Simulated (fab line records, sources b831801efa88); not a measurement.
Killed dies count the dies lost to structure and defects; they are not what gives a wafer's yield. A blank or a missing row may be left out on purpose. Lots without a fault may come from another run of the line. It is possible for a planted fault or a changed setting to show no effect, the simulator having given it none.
Comparing a struck lot with a sound one :: flow gf180mcu :: 26 steps out of a route of 602
Sound: these wafers, L453.2, L453.3, L453.6. Wafers L466.2, L466.3, L466.6 were the ones struck. The cause is given at the end.
Order at every step that has rows: each side's tool, ch and its chambers, its first start. Under that, the readings that differ: sound wafers :: struck wafers :: difference of the means :: sigmas: that difference in standard deviations of wafers without a fault.
alike: same words and numbers on both sides, and readings whose means sit less than 2 such deviations apart. not compared: any withheld reading, any reading some wafer has no value for, any bound like >300 that may hide the same value, and any number with overlapping values for which the record gives no deviation.
Wherever a step has rows on one side only, a row that says differs or no value, or a row with sigmas, the two part there. Non-overlapping numbers with no deviation appear without sigmas and do not part them. Lack of a reading on every wafer of one side parts them only where that side has two or more wafers.

first, 1 step without rows for these wafers: GF_VT_IMPLANT_IMPLANT_08.
GF_VT_IMPLANT_STRIP_09: strips in O2/N2.
  sound on plasmaAsher-04 ch 0,1, day 5 16:28; struck on plasmaAsher-04 ch 0, day 8 20:39
  alike: drypumpMotorCurrentA, heaterPowerW, oesProductAu, stripTimeToEndpointS
  not compared: rfHoursCounterH
GF_VT_IMPLANT_TW_MEAS_10:
  sound on filmMetro-01, day 5 16:34; struck on filmMetro-03, day 8 20:46
  alike: VT_IMPLANT_TW
then, 7 steps without rows for these wafers: GF_VT_IMPLANT_DEHYDRATE_11 (time 60 s); GF_VT_IMPLANT_HMDS_12 (prime time 60 s); GF_VT_IMPLANT_COAT_13 (resist thk 1000 nm); GF_VT_IMPLANT_SOFTBAKE_14 (time 60 s); GF_VT_IMPLANT_EXPOSE_15 (exposes mask Nwell LV AREA, target cd 860 nm); GF_VT_IMPLANT_PEB_16; GF_VT_IMPLANT_DEVELOP_17 (develop time 60 s).
GF_VT_IMPLANT_OVL_MEAS_18:
  sound on overlay-01, day 6 06:32; struck on overlay-01, day 9 13:35
  alike: VT_IMPLANT_01_OVL
next, for these wafers, 1 step has no rows: GF_VT_IMPLANT_IMPLANT_19.
GF_VT_IMPLANT_STRIP_20: strips in O2/N2.
  sound on plasmaAsher-01 ch 0, day 6 06:43; struck on plasmaAsher-04 ch 0,1, day 9 13:46
reading: heaterPowerW (W)
sound: 351 362 348
struck: 321 311 351
difference: -26
sigmas: -2

reading: oesProductAu (a.u.)
sound: 0.712 0.719 0.719
struck: 0.907 0.817 0.842
difference: +0.139
sigmas: +30

reading: stripTimeToEndpointS (s)
sound: 12.62 12.64 12.67
struck: - - -
difference: no value on the struck wafers
sigmas: 

reading: model.NOVOLAK_of_VT_IMPLANT_COAT_13.thkNm (nm)
sound: 0 0 0
struck: 792.6 793.9 793.1
difference: +793.2
sigmas: 
  alike: drypumpMotorCurrentA
  not compared: rfHoursCounterH
GF_VT_IMPLANT_TW_MEAS_21:
  sound on filmMetro-02, day 6 06:49; struck on filmMetro-02, day 9 13:52
  alike: VT_IMPLANT_2_TW
then, 7 steps without rows for these wafers: GF_VT_IMPLANT_DEHYDRATE_22 (time 60 s); GF_VT_IMPLANT_HMDS_23 (prime time 60 s); GF_VT_IMPLANT_COAT_24 (resist thk 1000 nm); GF_VT_IMPLANT_SOFTBAKE_25 (time 60 s); GF_VT_IMPLANT_EXPOSE_26 (exposes mask LVPWELL HV AREA, target cd 860 nm); GF_VT_IMPLANT_PEB_27; GF_VT_IMPLANT_DEVELOP_28 (develop time 60 s).
GF_VT_IMPLANT_OVL_MEAS_29:
  sound on overlay-02, day 6 21:16; struck on overlay-02, day 10 06:05
  alike: VT_IMPLANT_02_OVL
next, for these wafers, 1 step has no rows: GF_VT_IMPLANT_IMPLANT_30.
GF_VT_IMPLANT_STRIP_31: strips in O2/N2.
  sound on plasmaAsher-01 ch 0,1, day 6 21:27; struck on plasmaAsher-04 ch 0,1, day 10 06:16
reading: stripTimeToEndpointS (s)
sound: 12.67 12.68 12.65
struck: 24.51 24.54 24.54
difference: +11.86
sigmas: +99 or more
  alike: drypumpMotorCurrentA, heaterPowerW, oesProductAu
  not compared: rfHoursCounterH
GF_VT_IMPLANT_TW_MEAS_32:
  sound on filmMetro-01, day 6 21:34; struck on filmMetro-01, day 10 06:36
reading: VT_IMPLANT_3_TW
sound: 273.2 270.7 271.4
struck: 30.3 30.7 30.5
difference: -241.3
sigmas: -99 or more
  not compared: hold
next, for these wafers, 1 step has no rows: GF_PASSIVATION_PROBE_99.

== WHERE THEY PART ==
Last at GF_VT_IMPLANT_TW_MEAS_32 as far as this record goes, first at GF_VT_IMPLANT_STRIP_20.

WHY: the cause the simulator had injected
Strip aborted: plasmaAsher-04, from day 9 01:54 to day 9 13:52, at GF_VT_IMPLANT_STRIP_20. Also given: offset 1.
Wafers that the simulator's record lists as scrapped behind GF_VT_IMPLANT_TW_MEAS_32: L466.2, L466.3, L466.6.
